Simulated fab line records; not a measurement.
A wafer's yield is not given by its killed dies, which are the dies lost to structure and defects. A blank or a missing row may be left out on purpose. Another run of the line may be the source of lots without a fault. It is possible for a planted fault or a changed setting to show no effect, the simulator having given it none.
Matching of chambers | flow sky130 | rie_diel-02 running SKY_POLY_GATE_ETCH_16: 4 sister chambers
The step etches Si3N4 in CH3F/O2, stops on poly-Si, time 147.5 s, target depth 75 nm. 4 wafers are shown with their chamber, then 7 later ones without.

== WAFERS WITH THEIR CHAMBER ==
wafer  | chamber | drypump_motor_current_A (A)
L082.6 | 3       | 5.4
L090.1 | 1       | 5.2
L094.1 | 0       | 5.9
L094.5 | 2       | 6.3

== WAFERS WHOSE CHAMBER IS MISSING ==
wafer  | drypump_motor_current_A (A)
L094.6 | 5.2
L095.3 | 5.4
L095.4 | 5.2
L095.5 | 5.4
L096.2 | 5.4
L096.3 | 5.1
L096.4 | 6.3

== WHICH CHAMBER EACH WENT THROUGH ==
wafer  | from the rows above | in truth
L094.6 | 1                   | 1
L095.3 | 3                   | 3
L095.4 | 1                   | 1
L095.5 | 3                   | 3
L096.2 | 3                   | 3
L096.3 | 1                   | 1
L096.4 | 2                   | 2
7 of 7 placed correctly. Left unplaced by these rows: 0. 0 placed wrongly.
How it was worked out, from the rows above alone: a wafer's distance from a chamber is the root of the sum, over the readings, of the square of ((its reading less the chamber's mean) divided by the reading's scatter). The wafer belongs to the nearest chamber; if the next one is less than 2 further off, it can't be placed. For every chamber, the mean is computed from those of its wafers that are shown. The scatter: with one shown wafer a chamber, the root of the mean of the squares of how far each hidden wafer lies from its nearest shown one.
